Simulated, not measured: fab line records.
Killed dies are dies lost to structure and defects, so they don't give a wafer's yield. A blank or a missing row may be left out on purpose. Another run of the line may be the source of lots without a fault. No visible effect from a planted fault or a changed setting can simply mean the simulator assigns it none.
fab line records | flow sky130
[record] lots = 12 wafers = 35 lastDay = 50
route steps=708 shown VIA4@656 METAL5@677 PASSIVATION@682 PAD_OPEN@707
lots untouched by any fault: they come from a run of this same line in which no faults occurred
startH: the number of hours between the record's first day and the start of the first shown wafer of the lot | waitH: hours since the lot's step before | " same as the row above | L1.1+2: one row covering several wafers at once | - value missing, or start not given | * or withheld: withheld | < > ~ a bound
route shown NAME@n: NAME is a module with steps in the file, n the number in the route of the first one | usual: the fault-free wafers' mean and standard deviation | same: alike in all rows | chamber/n: place in a boat | sites: per-site readings | _std_site: how widely they spread, as a standard deviation | _edge_site: inner sites' mean taken away from outer sites' mean | radiusMm: for every site, how far away it sits from the centre of the wafer | mask NAME#n: copy n | behind: tool/chamber where the wafer was last shaped | hold: cause of the lot's hold/its duration in hours/its outcome | device: names the non-switching transistor (n, p or np) | end of line: tests run on the same wafers once the route is complete | a step without rows: its recipe alone | killed: dies that structure and defects cost at the first sort, which is not the same as the wafer's yield | map: per-die view of a wafer (x killed, . not killed, _ where there is no die)
set.NAME: the run value of the setting; set.NAME@STEP: its run value at that earlier step | model.NAME: the simulator's own value behind a step, which no gauge read
a sample of lots followed through the steps of the route, with each step as a table and each wafer as a row
services: from which hour (startH, from the record's first day; less than 0 if before it) a tool's chamber was out of use, for how many hours, and why
[[steps]]
[step SKY_VIA4_SPUTTER_17]
[recipe] material = TiN targetThkNm = 20 chamberPressurePa = 5 powerW = 4000 timeS = 80
[usual] throttleValvePct = 30.5/1
// columns lot.wafer tool chamber startH waitH throttleValvePct
L724.2 pvdSputter-03 - 997.79 0.0 29.7
L724.3 " - " " 29.5
L724.5 " - " " 29.1
L725.2 pvdSputter-04 - 1023.23 0.0 30.0
L725.3 " - " " 28.8
L725.4 " - " " 31.0
L727.2 pvdSputter-01 - 1025.28 0.0 32.5
L727.5 " - " " 31.0
L727.6 " - " " 30.4
L726.1 pvdSputter-01 - 1026.59 0.0 30.6
L726.5 " - " " 30.6
L726.6 " - " " 32.5
L728.2 pvdSputter-03 - 1035.25 0.0 29.3
L728.3 " - " " 31.0
L728.4 " - " " 29.6
L729.1 pvdSputter-03 - 1036.23 0.0 29.7
L729.2 " - " " 29.0
L729.6 " - " " 29.8
L731.2 pvdSputter-01 - 1044.52 0.0 30.6
L731.3 " - " " 31.0
L731.4 " - " " 30.7
L734.2 pvdSputter-01 - 1071.99 0.0 31.2
L734.5 " - " " 31.2
L735.1 pvdSputter-01 - 1080.20 0.0 32.6
L735.3 " - " " 30.7
L735.6 " - " " 30.4
L743.2 pvdSputter-03 - 1124.40 0.0 29.2
L743.3 " - " " 29.6
L743.4 " - " " 29.4
L746.1 pvdSputter-04 - 1149.53 0.0 28.9
L746.4 " - " " 31.1
L746.5 " - " " 29.0
L747.1 pvdSputter-01 - 1153.24 0.0 30.9
L747.2 " - " " 31.2
L747.5 " - " " 31.2
[step SKY_METAL5_STRIP_16]
[recipe] chemistry = O2/N2 powerW = 1400 pressureMtorr = 1500 platenTempC = withheld o2FlowSccm = 3000 n2FlowSccm = 300 overashFraction = 0.5
[usual] drypumpMotorCurrentA = 6.0/0.36 oesProductAu = 0.711/0.0048 stripTimeToEndpointS = 13.08/0.11
// columns lot.wafer tool chamber startH waitH drypumpMotorCurrentA oesProductAu rfHoursCounterH stripTimeToEndpointS
L724.2 plasmaAsher-01 1 1022.16 0.2 5.9 0.705 26 13.23
L724.3 " 1 " " 5.9 0.714 - 12.98
L724.5 " 0 " " 5.4 0.716 - 13.17
L725.2 plasmaAsher-01 0 1046.45 0.2 5.4 0.712 28 12.84
L725.3 " 1 " " 5.9 0.716 - 12.98
L725.4 " 0 " " 5.4 0.705 - 12.79
L727.2 plasmaAsher-03 0 1048.45 0.2 6.5 0.716 124 13.13
L727.5 " 1 " " 5.9 0.711 - 12.99
L727.6 " 0 " " 6.5 0.707 - 13.17
L726.1 plasmaAsher-04 0 1050.87 0.4 6.3 0.700 60 13.06
L726.5 " 1 " " 6.2 0.707 - 12.98
L726.6 " 0 " " 6.2 0.710 - 13.04
L728.2 plasmaAsher-01 1 1057.86 0.2 5.9 0.710 30 13.13
L728.3 " 0 " " 5.4 0.714 - 13.13
L728.4 " 1 " " 5.9 0.705 - 13.09
L729.1 plasmaAsher-04 1 1059.20 0.2 6.2 0.716 61 13.09
L729.2 " 0 " " 6.2 0.708 61 12.91
L729.6 " 1 " " 6.1 0.718 - 12.97
L731.2 plasmaAsher-04 1 1066.85 0.2 6.2 0.712 62 13.19
L731.3 " 0 " " 6.2 0.702 - 13.16
L731.4 " 1 " " 6.2 0.711 - 13.19
L734.2 plasmaAsher-01 0 1094.13 0.3 5.4 0.701 33 13.18
L734.5 " 1 " " 5.9 0.712 - 13.23
L735.1 plasmaAsher-03 0 1102.81 0.2 6.5 0.710 4 13.18
L735.3 " 1 " " 5.9 0.703 - 13.23
L735.6 " 1 " " 5.9 0.717 - 13.12
L743.2 plasmaAsher-01 1 1144.06 0.2 5.9 0.718 37 12.97
L743.3 " 1 " " 6.0 0.717 - 12.97
L743.4 " 0 " " 5.4 0.714 - 13.12
L746.1 plasmaAsher-04 1 1168.60 0.2 6.2 0.705 72 13.15
L746.4 " 1 " " 6.2 0.708 - 13.22
L746.5 " 1 " " 6.2 0.706 - 13.03
L747.1 plasmaAsher-01 1 1170.80 0.2 5.9 0.710 40 13.05
L747.2 " 0 " " 5.4 0.715 40 13.31
L747.5 " 0 " " 5.4 0.710 - 13.07
[step SKY_PASSIVATION_THK_MEAS_01]
[recipe] reads = SiO2_of_PASSIVATION_CVD_00
[usual] PASSIVATION_CVD_00_THK = 90.1/1.3
// columns lot.wafer tool chamber startH waitH PASSIVATION_CVD_00_THK[nm]
L724.2 filmMetro-04 - 1022.79 - 90.0
L724.3 " - " " 91.9
L724.5 " - " " 90.8
L725.2 filmMetro-03 - 1047.11 - 87.6
L725.3 " - " " 87.4
L725.4 " - " " 91.5
L727.2 filmMetro-04 - 1049.07 - 90.5
L727.5 " - " " 91.8
L727.6 " - " " 91.3
L726.1 filmMetro-04 - 1051.48 - 90.2
L726.5 " - " " 92.9
L726.6 " - " " 92.7
L728.2 filmMetro-02 - 1058.52 - 88.1
L728.3 " - " " 89.1
L728.4 " - " " 87.8
L729.1 filmMetro-04 - 1059.81 - 89.3
L729.2 " - " " 90.2
L729.6 " - " " 91.7
L731.2 filmMetro-03 - 1067.55 - 89.4
L731.3 " - " " 89.5
L731.4 " - " " 91.2
L734.2 filmMetro-02 - 1094.79 - 91.7
L734.5 " - " " 92.2
L735.1 filmMetro-04 - 1103.44 - 87.7
L735.3 " - " " 88.6
L735.6 " - " " 89.5
L743.2 filmMetro-04 - 1144.79 - 87.1
L743.3 " - " " 88.4
L743.4 " - " " 88.7
L746.1 filmMetro-04 - 1169.22 - 88.5
L746.4 " - " " 89.1
L746.5 " - " " 88.9
L747.1 filmMetro-04 - 1171.51 - 88.2
L747.2 " - " " 88.0
L747.5 " - " " 89.5
[step SKY_PAD_OPEN_BOW_MEAS_13]
[recipe] mode = bow
[usual] PAD_OPEN_BOW = 45/8.6
// columns lot.wafer tool chamber startH waitH PAD_OPEN_BOW[um]
L724.2 filmMetro-01 - 1068.02 - 39
L724.3 " - " " 45
L724.5 " - " " 41
L725.2 filmMetro-01 - 1091.66 - 42
L725.3 " - " " 26
L725.4 " - " " 42
L727.2 filmMetro-01 - 1093.80 - 47
L727.5 " - " " 58
L727.6 " - " " 60
L726.1 filmMetro-01 - 1096.78 - 45
L726.5 " - " " 43
L726.6 " - " " 60
L728.2 filmMetro-04 - 1103.86 - 32
L728.3 " - " " 32
L728.4 " - " " 40
L729.1 filmMetro-01 - 1104.09 - 46
L729.2 " - " " 52
L729.6 " - " " 50
L731.2 filmMetro-04 - 1111.25 - 47
L731.3 " - " " 48
L731.4 " - " " 45
L734.2 filmMetro-04 - 1135.59 - 58
L734.5 " - " " 46
L735.1 filmMetro-01 - 1144.19 - 52
L735.3 " - " " 43
L735.6 " - " " 39
L743.2 filmMetro-04 - 1183.46 - 45
L743.3 " - " " 37
L743.4 " - " " 45
L746.1 filmMetro-01 - 1204.48 - 50
L746.4 " - " " 42
L746.5 " - " " 70
L747.1 filmMetro-01 - 1206.34 - 54
L747.2 " - " " 46
L747.5 " - " " 46
[step SKY_PAD_OPEN_PROBE_99]
[usual] defectLimitedYield = 82.5/2.1 killed_at_M0_to_M3 = 43/6.8 killed_at_M4_up = 3.2/1.7 killedAtContacts = 24/5.6 killedAtFrontEnd = 15/4.7 killedAtOther = 0.3/0.59 killedDies = 86/10 killedOpen = 47/6.8 killedShort = 39/6.4 sort_bin_3_pad_short = 0.9/0.42 sort_bin_5_function = 10.5/1.6 sort_bin_6_memory = 6.2/1.1 sortNPass = 406/10 sortYieldPct = 82.5/2.1
[same] grossDies = 492 killedAtBackSide = 0 sort_bin_4_leakage[%] = 0 sort_bin_8_speed[%] = 0
// columns lot.wafer tool chamber startH waitH hold defectLimitedYield[%] killed_at_M0_to_M3 killed_at_M4_up killedAtContacts killedAtFrontEnd killedAtOther killedDies killedOpen killedShort sort_bin_3_pad_short[%] sort_bin_5_function[%] sort_bin_6_memory[%] sortNPass sortYieldPct[%]
L728.2 prober-02 - 1104.01 0.1 - 85.8 40 2 17 11 0 70 42 28 0.2 8.9 5.1 422 85.8
L728.3 prober-02 - 1104.06 0.2 - 84.3 38 4 17 17 1 77 39 38 1.0 9.8 4.9 415 84.3
L728.4 prober-02 - 1104.11 0.2 - 84.3 34 1 23 19 0 77 50 27 0.6 8.5 6.5 415 84.3
L729.1 prober-01 - 1104.21 0.1 - 80.7 53 4 27 8 3 95 58 35 0.4 10.6 8.3 397 80.7
L729.2 prober-01 - 1104.26 0.1 - 82.5 39 3 30 13 1 86 49 36 0.2 9.8 7.5 406 82.5
L729.6 prober-01 - 1104.46 0.2 - 86.4 38 5 17 6 1 67 34 32 1.2 7.9 4.5 425 86.4
L731.2 prober-01 - 1111.40 0.1 - 80.9 49 2 31 12 0 94 56 38 1.2 11.2 6.7 398 80.9
L731.3 prober-01 - 1111.45 0.2 - 85.0 31 3 25 15 0 74 43 31 0.8 8.1 6.1 418 85.0
L731.4 prober-01 - 1111.50 0.2 - 79.1 53 3 27 19 1 103 54 48 0.8 13.0 7.1 389 79.1
L734.2 prober-02 - 1135.74 0.1 awaitDispo/2.0h/release 73.0 35 63 21 13 1 133 43 31 3.7 16.7 6.7 359 73.0
L734.5 prober-02 - 1135.89 0.2 awaitDispo/2.0h/release 69.7 38 64 29 18 0 149 45 39 5.3 17.9 7.1 343 69.7
L735.1 prober-01 - 1144.31 0.1 awaitDispo/0.9h/release 72.0 47 64 12 15 0 138 38 37 5.1 16.7 6.3 354 72.0
L735.3 prober-01 - 1144.41 0.2 awaitDispo/0.9h/release 71.1 55 46 25 16 0 142 54 47 2.6 18.1 8.1 350 71.1
L735.6 prober-01 - 1144.56 0.2 awaitDispo/0.9h/release 73.8 44 55 18 12 0 129 43 36 4.1 15.0 7.1 363 73.8
// killed by level:class
L728.2 VIA1:geometricParticle:open=14 CONTACT:geometricParticle:open=9 VIA2:geometricParticle:open=6 METAL2:geometricParticle:short=6 CONTACT:geometricParticle:short=4 METAL1:geometricParticle:short=4 POLY_GATE:geometricParticle:open=3 POLY_GATE:geometricParticle:short=3
L728.3 FIELD_ISO:geometricParticle:open=8 METAL1:geometricParticle:short=7 LI_CONTACT:geometricParticle:open=5 VIA1:geometricParticle:open=5 CONTACT:geometricParticle:open=5 METAL2:geometricParticle:short=5 VIA2:geometricParticle:open=5 CONTACT:geometricParticle:short=4
L728.4 VIA1:geometricParticle:open=13 CONTACT:geometricParticle:open=11 LI_CONTACT:geometricParticle:open=7 FIELD_ISO:geometricParticle:short=6 FIELD_ISO:geometricParticle:open=4 POLY_GATE:geometricParticle:short=4 CONTACT:geometricParticle:short=4 METAL2:geometricParticle:open=4
L729.1 VIA1:geometricParticle:open=13 VIA2:geometricParticle:open=13 CONTACT:geometricParticle:open=8 LI_CONTACT:geometricParticle:open=7 VIA3:geometricParticle:open=6 VIA3:geometricParticle:short=6 METAL2:geometricParticle:short=5 LOCAL_INTERCONNECT:geometricParticle:short=5
L729.2 CONTACT:geometricParticle:open=14 VIA1:geometricParticle:open=9 METAL2:geometricParticle:short=6 LI_CONTACT:geometricParticle:open=5 METAL1:geometricParticle:short=5 VIA2:geometricParticle:open=5 VIA3:geometricParticle:open=5 LOCAL_INTERCONNECT:geometricParticle:short=4
L729.6 METAL2:geometricParticle:short=10 CONTACT:geometricParticle:open=8 VIA2:geometricParticle:open=6 VIA1:geometricParticle:open=6 LI_CONTACT:geometricParticle:open=5 VIA3:geometricParticle:short=4 METAL4:geometricParticle:short=4 POLY_GATE:geometricParticle:open=3
L731.2 CONTACT:geometricParticle:open=13 VIA1:geometricParticle:open=13 LI_CONTACT:geometricParticle:open=10 VIA2:geometricParticle:open=7 METAL2:geometricParticle:short=7 METAL1:geometricParticle:short=5 FIELD_ISO:geometricParticle:open=4 CONTACT:geometricParticle:short=4
L731.3 CONTACT:geometricParticle:open=10 VIA1:geometricParticle:open=9 METAL1:geometricParticle:short=6 POLY_GATE:geometricParticle:open=6 LI_CONTACT:geometricParticle:open=6 LOCAL_INTERCONNECT:geometricParticle:short=5 METAL2:geometricParticle:short=5 VIA2:geometricParticle:open=4
L731.4 VIA1:geometricParticle:open=16 CONTACT:geometricParticle:open=10 METAL2:geometricParticle:short=8 LI_CONTACT:geometricParticle:open=7 VIA3:geometricParticle:open=6 FIELD_ISO:geometricParticle:open=5 POLY_GATE:geometricParticle:short=5 METAL1:geometricParticle:short=5
L734.2 VIA4:unspecified=59 VIA2:geometricParticle:open=7 VIA1:geometricParticle:open=6 POLY_GATE:geometricParticle:open=5 VIA3:geometricParticle:open=5 LI_CONTACT:geometricParticle:open=5 LI_CONTACT:geometricParticle:short=4 LOCAL_INTERCONNECT:geometricParticle:short=4
L734.5 VIA4:unspecified=64 CONTACT:geometricParticle:open=12 LI_CONTACT:geometricParticle:open=10 VIA1:geometricParticle:short=9 METAL1:geometricParticle:short=6 VIA2:geometricParticle:open=6 VIA3:geometricParticle:open=6 POLY_GATE:geometricParticle:short=5
L735.1 VIA4:unspecified=62 VIA1:geometricParticle:open=14 VIA2:geometricParticle:open=8 METAL1:geometricParticle:short=7 FIELD_ISO:geometricParticle:open=5 LI_CONTACT:geometricParticle:open=4 VIA2:geometricParticle:short=4 METAL2:geometricParticle:short=4
L735.3 VIA4:unspecified=41 VIA1:geometricParticle:open=13 CONTACT:geometricParticle:open=9 VIA3:geometricParticle:open=9 LI_CONTACT:geometricParticle:open=8 METAL1:geometricParticle:short=7 VIA1:geometricParticle:short=7 VIA2:geometricParticle:open=7
L735.6 VIA4:unspecified=50 VIA1:geometricParticle:open=8 VIA3:geometricParticle:open=8 METAL2:geometricParticle:short=7 LI_CONTACT:geometricParticle:open=6 METAL1:geometricParticle:short=6 VIA2:geometricParticle:open=6 CONTACT:geometricParticle:open=5
[[services]]
// columns tool chamber startH hours kind
plasmaAsher-01 - 981.27 4.0 pm
plasmaAsher-03 - 986.19 2.8 pm
pvdSputter-04 2 995.46 - consumableReplace:kit
pvdSputter-04 2 995.46 18.0 scheduledDown
pvdSputter-04 2 995.46 18.0 ventCycle
pvdSputter-04 - 1003.23 9.5 repair
plasmaAsher-04 - 1007.02 12.2 pm
pvdSputter-04 - 1027.26 2.3 repair
pvdSputter-04 - 1042.01 5.0 repair
pvdSputter-03 0 1042.15 - consumableReplace:kit
pvdSputter-03 0 1042.15 18.0 scheduledDown
pvdSputter-03 0 1042.15 18.0 ventCycle
plasmaAsher-03 - 1045.14 2.0 repair
plasmaAsher-03 - 1055.25 9.0 pm
pvdSputter-03 - 1059.42 3.0 repair
pvdSputter-04 - 1094.98 1.6 repair
plasmaAsher-01 - 1097.46 8.4 repair
pvdSputter-03 - 1113.77 1.7 repair
pvdSputter-03 3 1146.33 - consumableReplace:kit
pvdSputter-03 3 1146.33 18.0 scheduledDown
pvdSputter-03 3 1146.33 18.0 ventCycle
pvdSputter-01 1 1163.71 - consumableReplace:kit
pvdSputter-01 1 1163.71 18.0 scheduledDown
pvdSputter-01 1 1163.71 18.0 ventCycle
[[key]]
[firstSign] step = SKY_PAD_OPEN_PROBE_99 reading = killed_at_M4_up direction = up sigmas = 32 usual = 3.2 struck = 58.4
[effect] step = SKY_PAD_OPEN_PROBE_99 reading = sort_bin_3_pad_short direction = up sigmas = 7.8 usual = 0.9 struck = 4.1
metAt SKY_VIA4_SPUTTER_17
struckLots L734,L735
notActingAt SKY_METAL5_STRIP_16,SKY_PASSIVATION_THK_MEAS_01,SKY_PAD_OPEN_BOW_MEAS_13
onsetBetween 1044.52 1071.99
[fault] kind = chamberParticleSource tool = pvdSputter-01 chamber = - onsetH = 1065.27 steps = SKY_VIA4_SPUTTER_17 ratePerVisitCm2 = 1.6808 endH = 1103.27
